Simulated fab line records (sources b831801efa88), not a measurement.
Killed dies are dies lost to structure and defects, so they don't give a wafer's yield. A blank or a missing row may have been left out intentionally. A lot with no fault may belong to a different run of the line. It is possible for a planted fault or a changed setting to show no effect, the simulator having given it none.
Which of the tools did it?    flow sky130    Sampling: 12 lots, 36 wafers, 3 of 708 route steps

== WHAT THE GAUGES READ, wafer by wafer ==
SKY_PASSIVATION_THK_MEAS_03.
lot   measured      on             PASSIVATION_CVD_02_THK (nm)
L247  day 44 11:00  film metro-04  547 546 553
L248  day 44 12:05  film metro-04  544 552 564
L255  day 45 22:31  film metro-04  535 541 542
L253  day 45 23:53  film metro-02  541 548 551
L254  day 46 01:14  film metro-02  538 530 541
L259  day 46 20:48  film metro-02  538 541 546
L260  day 47 02:52  film metro-04  535 529 537
L264  day 48 10:28  film metro-02  533 546 547
L263  day 48 10:56  film metro-02  539 539 541
L265  day 48 10:39  film metro-04  537 540 548
L266  day 48 18:01  film metro-04  526 534 538
L269  day 49 10:10  film metro-01  537 547 545

== WHICH TOOL RAN EACH LOT (tool, then ch and the chambers of the sampled wafers, then the start) ==
lot   SKY_METAL3_ETCH_17                  SKY_METAL5_SPUTTER_03
L247  rie diel-01 ch 1,3, day 39 05:40    pvd sputter-03, day 43 11:37
L248  rie diel-03 ch 2,3, day 39 06:08    pvd sputter-01, day 43 12:31
L255  rie diel-01 ch 0,1,2, day 40 22:01  pvd sputter-04, day 45 00:37
L253  rie diel-01 ch 0,3, day 40 23:10    pvd sputter-03, day 45 02:11
L254  rie diel-04 ch 0,2,3, day 41 01:58  pvd sputter-04, day 45 03:17
L259  rie diel-03 ch 0,1,2, day 41 23:43  pvd sputter-03, day 45 23:11
L260  rie diel-04 ch 0,1,2, day 42 05:49  pvd sputter-04, day 46 04:49
L264  rie diel-03 ch 0,1,2, day 43 16:56  pvd sputter-04, day 47 14:07
L263  rie diel-04 ch 0,1,2, day 43 17:10  pvd sputter-03, day 47 14:23
L265  rie diel-01 ch 1,3, day 43 17:31    pvd sputter-04, day 47 14:25
L266  rie diel-03 ch 0,1, day 44 01:58    pvd sputter-03, day 47 22:28
L269  rie diel-03 ch 2,3, day 44 22:04    pvd sputter-04, day 48 15:04
- SKY_METAL3_ETCH_17: etches SiO2 in C4F8/O2/Ar, stops on TiN, time 3.9 s, target depth 15 nm.
- SKY_METAL5_SPUTTER_03: material Ti, target thk 5 nm, time 3.3 s.

== AS READ BY THE TOOLS THEMSELVES (means over the sampled wafers that have a number; for cases with no such wafer, the mark the record gives instead) ==
SKY_METAL3_ETCH_17.
lot   tool         oes product au (a.u.)
L247  rie diel-01  0.763
L248  rie diel-03  0.752
L255  rie diel-01  0.755
L253  rie diel-01  0.754
L254  rie diel-04  0.754
L259  rie diel-03  0.757
L260  rie diel-04  0.759
L264  rie diel-03  0.761
L263  rie diel-04  0.745
L265  rie diel-01  0.755
L266  rie diel-03  0.749
L269  rie diel-03  0.760

SKY_METAL5_SPUTTER_03.
lot   tool            throttle valve pct (%)
L247  pvd sputter-03  31.6
L248  pvd sputter-01  28.8
L255  pvd sputter-04  29.9
L253  pvd sputter-03  31.3
L254  pvd sputter-04  30.0
L259  pvd sputter-03  31.6
L260  pvd sputter-04  30.3
L264  pvd sputter-04  30.0
L263  pvd sputter-03  30.9
L265  pvd sputter-04  30.1
L266  pvd sputter-03  30.8
L269  pvd sputter-04  30.4

== THE ANSWER, worked out from the rows above alone ==
Rule: the lots themselves supply what counts as usual. The widest of any qualifying gaps counts: lots, ordered by their means at a reading, are off when they make up no more than a third of the lots, leave a main group of 4 or more, and stand apart from it by 3 or more times the standard deviation of that group's means. The tables above print the reading to a certain number of digits; a main group whose means all agree to those digits is not used. Also off: a lot with no number at a reading for which 4 or more lots have one. All remaining lots with rows at the step are treated as sound. The gauges are gone through in route order, then the tools' own readings, and for those a lot's mean is taken as printed above. At the first step where some lot is off, the reading lying furthest off is the one used; lots without a number count as furthest.
None of the lots is off at any reading shown; this tells nothing.

== WHAT WAS PUT IN BY THE SIMULATOR ==
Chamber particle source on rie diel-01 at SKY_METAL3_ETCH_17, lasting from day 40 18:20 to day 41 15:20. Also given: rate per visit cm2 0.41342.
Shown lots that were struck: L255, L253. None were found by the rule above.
